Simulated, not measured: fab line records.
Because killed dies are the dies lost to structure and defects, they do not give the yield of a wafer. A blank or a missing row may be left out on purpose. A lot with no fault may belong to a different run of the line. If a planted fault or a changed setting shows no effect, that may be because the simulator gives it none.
Which tool is to blame? || flow sky130 || 12 lots (36 wafers sampled), 1 step of a 708-step route

WHAT THE GAUGES SHOWED, per wafer
SKY_VT_ADJUST_NCORE_OVL_MEAS_08.
{"lot": "L415", "measured": "day 9 04:44", "on": "overlay-02", "VT_ADJUST_NCORE_OVL (nm)": "-3.7 -0.6 -1.5"}
{"lot": "L419", "measured": "day 9 23:13", "on": "overlay-01", "VT_ADJUST_NCORE_OVL (nm)": "-1.8 0.0 -1.3"}
{"lot": "L420", "measured": "day 10 08:44", "on": "overlay-02", "VT_ADJUST_NCORE_OVL (nm)": "-1.6 -1.4 -1.2"}
{"lot": "L421", "measured": "day 10 13:35", "on": "overlay-01", "VT_ADJUST_NCORE_OVL (nm)": "-0.1 -0.7 -0.3"}
{"lot": "L422", "measured": "day 10 16:50", "on": "overlay-02", "VT_ADJUST_NCORE_OVL (nm)": "-1.6 0.8 0.1"}
{"lot": "L423", "measured": "day 11 06:28", "on": "overlay-02", "VT_ADJUST_NCORE_OVL (nm)": "-0.6 -0.7 -1.3"}
{"lot": "L425", "measured": "day 11 14:05", "on": "overlay-02", "VT_ADJUST_NCORE_OVL (nm)": "1.1 -0.2 -1.3"}
{"lot": "L427", "measured": "day 12 01:56", "on": "overlay-01", "VT_ADJUST_NCORE_OVL (nm)": "0.2 -0.4 -3.4"}
{"lot": "L430", "measured": "day 13 00:40", "on": "overlay-02", "VT_ADJUST_NCORE_OVL (nm)": "-0.9 -0.9 -1.1"}
{"lot": "L436", "measured": "day 14 21:50", "on": "overlay-02", "VT_ADJUST_NCORE_OVL (nm)": "-0.6 -2.1 -1.0"}
{"lot": "L437", "measured": "day 15 01:35", "on": "overlay-01", "VT_ADJUST_NCORE_OVL (nm)": "-1.8 -3.2 -2.6"}
{"lot": "L438", "measured": "day 15 05:44", "on": "overlay-02", "VT_ADJUST_NCORE_OVL (nm)": "-0.3 -1.0 -0.5"}

WHAT TOOL EACH LOT RAN ON (gives the tool, then ch and the chambers of the sampled wafers, and finally the start)
Record: no process step prior to these readings.

WHAT THE TOOLS THEMSELVES READ (means of the sampled wafers that have a number; where no wafer has one, the mark that the record gives instead)
The record holds no such reading with a usual standard deviation.

THE ANSWER, worked out from the rows above alone
Rule: usual is defined by the lots themselves. The widest of any qualifying gaps counts: lots, ordered by their means at a reading, are off when they make up no more than a third of the lots, leave a main group of 4 or more, and stand apart from it by 3 or more times the standard deviation of that group's means. A main group is skipped when, at the precision printed for the reading in the tables above, its means are all equal. A lot without any number at a reading at which 4 lots or more have one is off too. The other lots that the step has rows for count as sound. The gauges are gone through in route order, then the tools' own readings, and for those a lot's mean is taken as printed above. At the first step where some lot is off, the reading lying furthest off is the one used; lots without a number count as furthest.
Nothing can be told from this: no lot is off at any reading shown.

WHAT THE SIMULATOR HAD PUT IN
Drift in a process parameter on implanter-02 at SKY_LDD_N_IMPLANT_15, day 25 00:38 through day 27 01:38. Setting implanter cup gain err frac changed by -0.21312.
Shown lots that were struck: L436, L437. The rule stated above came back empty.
